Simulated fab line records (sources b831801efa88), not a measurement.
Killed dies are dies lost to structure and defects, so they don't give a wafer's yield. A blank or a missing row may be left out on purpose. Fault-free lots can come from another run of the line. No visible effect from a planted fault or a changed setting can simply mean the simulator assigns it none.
Which tool did it? / flow sky130 / Sampling: 15 lots, 45 wafers, 3 of 708 route steps

== WHAT EACH GAUGE READ, for each wafer ==
SKY_METAL2_CD_MEAS_15: the cd target is 140 nm.
lot=L468; measured=day 36 00:29; on=cd-sem-01; cd-nm (nm)=138.5 138.4 139.7
lot=L469; measured=day 36 11:52; on=cd-sem-02; cd-nm (nm)=137.6 139.2 141.1
lot=L470; measured=day 36 14:04; on=cd-sem-01; cd-nm (nm)=142.3 141.1 140.3
lot=L471; measured=day 37 02:48; on=cd-sem-01; cd-nm (nm)=140.4 137.3 138.1
lot=L475; measured=day 38 10:50; on=cd-sem-02; cd-nm (nm)=140.3 140.2 139.5
lot=L476; measured=day 38 15:49; on=cd-sem-01; cd-nm (nm)=137.1 136.4 139.0
lot=L477; measured=day 39 01:07; on=cd-sem-02; cd-nm (nm)=140.1 139.5 140.0
lot=L478; measured=day 39 06:11; on=cd-sem-01; cd-nm (nm)=140.5 140.3 140.3
lot=L481; measured=day 39 23:52; on=cd-sem-01; cd-nm (nm)=137.4 138.5 139.0
lot=L483; measured=day 40 17:02; on=cd-sem-02; cd-nm (nm)=139.4 139.4 139.1
lot=L486; measured=day 41 11:29; on=cd-sem-02; cd-nm (nm)=139.8 138.9 137.5
lot=L487; measured=day 41 17:27; on=cd-sem-01; cd-nm (nm)=141.6 141.6 140.2
lot=L489; measured=day 42 09:42; on=cd-sem-02; cd-nm (nm)=138.9 140.7 138.1
lot=L490; measured=day 42 11:19; on=cd-sem-01; cd-nm (nm)=136.7 135.8 136.5
lot=L491; measured=day 42 15:13; on=cd-sem-02; cd-nm (nm)=137.6 138.7 139.2

SKY_VIA2_THK_MEAS_01.
lot=L468; measured=day 36 01:43; on=film-metro-03; VIA2_HDPCVD_THK (nm)=1187 1195 1202
lot=L469; measured=day 36 12:56; on=film-metro-02; VIA2_HDPCVD_THK (nm)=1159 1158 1150
lot=L470; measured=day 36 15:08; on=film-metro-04; VIA2_HDPCVD_THK (nm)=1163 1150 1177
lot=L471; measured=day 37 03:52; on=film-metro-02; VIA2_HDPCVD_THK (nm)=1181 1191 1166
lot=L475; measured=day 38 11:56; on=film-metro-03; VIA2_HDPCVD_THK (nm)=1184 1155 1180
lot=L476; measured=day 38 17:05; on=film-metro-03; VIA2_HDPCVD_THK (nm)=1171 1178 1162
lot=L477; measured=day 39 02:12; on=film-metro-02; VIA2_HDPCVD_THK (nm)=1193 1182 1197
lot=L478; measured=day 39 07:14; on=film-metro-02; VIA2_HDPCVD_THK (nm)=1187 1178 1188
lot=L481; measured=day 40 00:56; on=film-metro-02; VIA2_HDPCVD_THK (nm)=1180 1176 1176
lot=L483; measured=day 40 18:06; on=film-metro-04; VIA2_HDPCVD_THK (nm)=1191 1204 1205
lot=L486; measured=day 41 12:32; on=film-metro-04; VIA2_HDPCVD_THK (nm)=1178 1191 1197
lot=L487; measured=day 41 18:34; on=film-metro-03; VIA2_HDPCVD_THK (nm)=1167 1171 1172
lot=L489; measured=day 42 10:51; on=film-metro-02; VIA2_HDPCVD_THK (nm)=1170 1177 1181
lot=L490; measured=day 42 12:25; on=film-metro-04; VIA2_HDPCVD_THK (nm)=1171 1170 1171
lot=L491; measured=day 42 16:19; on=film-metro-04; VIA2_HDPCVD_THK (nm)=1182 1171 1193

== WHAT TOOL EACH LOT RAN ON (gives the tool, then ch and the chambers of the sampled wafers, and finally the start) ==
lot=L468; SKY_METAL2_SPUTTER_02=pvd-sputter-04, day 34 21:25
lot=L469; SKY_METAL2_SPUTTER_02=pvd-sputter-02, day 35 07:55
lot=L470; SKY_METAL2_SPUTTER_02=pvd-sputter-04, day 35 11:24
lot=L471; SKY_METAL2_SPUTTER_02=pvd-sputter-02, day 36 00:44
lot=L475; SKY_METAL2_SPUTTER_02=pvd-sputter-02, day 37 08:08
lot=L476; SKY_METAL2_SPUTTER_02=pvd-sputter-04, day 37 13:19
lot=L477; SKY_METAL2_SPUTTER_02=pvd-sputter-02, day 37 22:32
lot=L478; SKY_METAL2_SPUTTER_02=pvd-sputter-04, day 38 03:37
lot=L481; SKY_METAL2_SPUTTER_02=pvd-sputter-02, day 38 21:58
lot=L483; SKY_METAL2_SPUTTER_02=pvd-sputter-04, day 39 16:14
lot=L486; SKY_METAL2_SPUTTER_02=pvd-sputter-02, day 40 10:05
lot=L487; SKY_METAL2_SPUTTER_02=pvd-sputter-04, day 40 16:06
lot=L489; SKY_METAL2_SPUTTER_02=pvd-sputter-04, day 41 09:29
lot=L490; SKY_METAL2_SPUTTER_02=pvd-sputter-02, day 41 11:11
lot=L491; SKY_METAL2_SPUTTER_02=pvd-sputter-02, day 41 14:22
- SKY_METAL2_SPUTTER_02: material AlCu, target thk 250 nm, time 13.3 s.

== WHAT THE TOOLS THEMSELVES READ (means of the sampled wafers that have a number; where no wafer has one, the mark that the record gives instead) ==
SKY_METAL2_SPUTTER_02.
lot=L468; tool=pvd-sputter-04; cathode-dc-power-W (W)=10601; chamber-pressure-pa (Pa)=0.3996; throttle-valve-pct (%)=29.4
lot=L469; tool=pvd-sputter-02; cathode-dc-power-W (W)=10600; chamber-pressure-pa (Pa)=0.3998; throttle-valve-pct (%)=29.2
lot=L470; tool=pvd-sputter-04; cathode-dc-power-W (W)=10599; chamber-pressure-pa (Pa)=0.3997; throttle-valve-pct (%)=29.9
lot=L471; tool=pvd-sputter-02; cathode-dc-power-W (W)=10600; chamber-pressure-pa (Pa)=0.4002; throttle-valve-pct (%)=28.6
lot=L475; tool=pvd-sputter-02; cathode-dc-power-W (W)=10599; chamber-pressure-pa (Pa)=0.3995; throttle-valve-pct (%)=28.2
lot=L476; tool=pvd-sputter-04; cathode-dc-power-W (W)=10600; chamber-pressure-pa (Pa)=0.4007; throttle-valve-pct (%)=29.8
lot=L477; tool=pvd-sputter-02; cathode-dc-power-W (W)=10599; chamber-pressure-pa (Pa)=0.4005; throttle-valve-pct (%)=29.3
lot=L478; tool=pvd-sputter-04; cathode-dc-power-W (W)=10598; chamber-pressure-pa (Pa)=0.4005; throttle-valve-pct (%)=29.5
lot=L481; tool=pvd-sputter-02; cathode-dc-power-W (W)=10600; chamber-pressure-pa (Pa)=0.4003; throttle-valve-pct (%)=28.1
lot=L483; tool=pvd-sputter-04; cathode-dc-power-W (W)=10600; chamber-pressure-pa (Pa)=0.4006; throttle-valve-pct (%)=29.4
lot=L486; tool=pvd-sputter-02; cathode-dc-power-W (W)=10599; chamber-pressure-pa (Pa)=0.4001; throttle-valve-pct (%)=29.7
lot=L487; tool=pvd-sputter-04; cathode-dc-power-W (W)=10599; chamber-pressure-pa (Pa)=0.4000; throttle-valve-pct (%)=29.9
lot=L489; tool=pvd-sputter-04; cathode-dc-power-W (W)=10601; chamber-pressure-pa (Pa)=0.4000; throttle-valve-pct (%)=29.8
lot=L490; tool=pvd-sputter-02; cathode-dc-power-W (W)=10598; chamber-pressure-pa (Pa)=0.4004; throttle-valve-pct (%)=29.2
lot=L491; tool=pvd-sputter-02; cathode-dc-power-W (W)=10600; chamber-pressure-pa (Pa)=0.4000; throttle-valve-pct (%)=28.7

== THE ANSWER, worked out from the rows above alone ==
Rule: usual is defined by the lots themselves. Put in order of their means at a reading, lots are off if they are a third of the lots or fewer, leave a main group of 4 or more, and stand apart from it by a gap of 3 or more times the standard deviation of the main group's means; of several such gaps the widest counts. The tables above print the reading to a certain number of digits; a main group whose means all agree to those digits is not used. A lot without any number at a reading at which 4 lots or more have one is off too. Any other lot the step has rows for is counted as sound. After the gauges, taken in route order, come the tools' own readings; for these a lot's mean is taken, as printed above. At the first step where some lot is off, the reading lying furthest off is the one used; lots without a number count as furthest.
None of the lots is off at any reading shown; this tells nothing.

== WHAT HAD BEEN PUT IN BY THE SIMULATOR ==
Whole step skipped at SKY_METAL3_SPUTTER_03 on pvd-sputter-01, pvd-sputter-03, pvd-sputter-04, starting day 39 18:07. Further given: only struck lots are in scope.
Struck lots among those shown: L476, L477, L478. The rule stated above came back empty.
